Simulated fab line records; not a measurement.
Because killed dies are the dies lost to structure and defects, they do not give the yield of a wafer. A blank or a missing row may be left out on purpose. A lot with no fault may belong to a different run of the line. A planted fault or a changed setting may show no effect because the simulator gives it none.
One fault seen from 2 desks | flow sfq line | each desk holds nothing but its own numbers, with what lay behind them at the end

## FROM THE METROLOGY DESK
What the gauges read, lot by lot, whatever tool the lot ran on: means of the sampled wafers that have a number. If a lot's mean is further than 4 standard deviations from the usual mean, the lot is out of limits and carries the mark OUT (the distance appears in the brackets).
Columns: A = L0_MONX_KI_RS at SFQ_L0_RS_MEAS_901, usual 43.7 ohm/sq; B = L0_MONX_KI_THK at SFQ_L0_THK_MEAS_902, usual 40.5 nm
lot  | first seen here | A               | B
L943 | day 1 17:35     | 43.5            | 40.7
L946 | day 2 08:34     | 43.6            | 40.5
L947 | day 2 13:34     | 44.1            | 40.3
L948 | day 2 18:35     | 43.5            | 40.8
L949 | day 2 23:34     | 44.0            | 40.4
L950 | day 3 04:36     | 43.6            | 40.6
L951 | day 3 09:34     | 42.9            | 41.4
L953 | day 3 19:34     | 43.8            | 40.6
L954 | day 4 00:35     | 42.9            | 41.1
L955 | day 4 05:35     | 43.7            | 40.3
L961 | day 5 11:34     | 46.3 (+4.2) OUT | 38.2
L962 | day 5 16:35     | 45.9            | 38.6
L963 | day 5 21:34     | 43.9            | 40.4
L964 | day 6 02:37     | 43.6            | 40.8
This desk's finding: out of limits on L961; first on L961, day 5 11:34 (L0_MONX_KI_RS at SFQ_L0_RS_MEAS_901). In limits: L943, L946, L947, L948, L949, L950, L951, L953, L954, L955, L962, L963, L964.

## FOR THE TOOL OWNER'S DESK: pvd sputter-04
The tool's own readings at SFQ_TRILAYER_L0_DEP_SPUTTER_003 (material MoNx KI, target thk 40 nm, time 100 s): means of the sampled wafers that have a number, for each lot that ran on this tool. If a lot's mean is further than 4 standard deviations from the usual mean, the lot is out of limits and carries the mark OUT (the distance appears in the brackets).
Columns: A = cathode dc power W at SFQ_TRILAYER_L0_DEP_SPUTTER_003, usual 800.00 W; B = throttle valve pct at SFQ_TRILAYER_L0_DEP_SPUTTER_003, usual 29.9 %
lot  | first seen here | A                        | B
L943 | day 1 17:29     | 800.08                   | 29.2
L947 | day 2 13:29     | 800.13                   | 29.3
L950 | day 3 04:29     | 799.83                   | 29.3
L954 | day 4 00:29     | 799.90                   | 29.4
L961 | day 5 11:29     | 765.10 (-99 or more) OUT | 29.6
L962 | day 5 16:29     | 765.04 (-99 or more) OUT | 30.0
Finding of this desk: L961, L962 out of limits; the first was L961 at day 5 11:29, on cathode dc power W at SFQ_TRILAYER_L0_DEP_SPUTTER_003. In limits: L943, L947, L950, L954.

## ALL TOGETHER
The tool owner's desk could have raised an alarm at day 5 11:29, on L961, L962.
An alarm was possible from the metrology desk at day 5 11:34, on L961.
The metrology desk holds a record of L962, inside its limits.
Every lot named ran SFQ_TRILAYER_L0_DEP_SPUTTER_003 on pvd sputter-04.

## WHAT THE SIMULATOR HAD PUT IN
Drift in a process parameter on pvd sputter-04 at SFQ_TRILAYER_L0_DEP_SPUTTER_003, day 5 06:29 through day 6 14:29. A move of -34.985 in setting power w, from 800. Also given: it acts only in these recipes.
Struck lots among those shown: L961, L962.
Counting hours from when the fault started, the first reading out of limits came at 5 for the tool owner's desk and at 5 for the metrology desk.
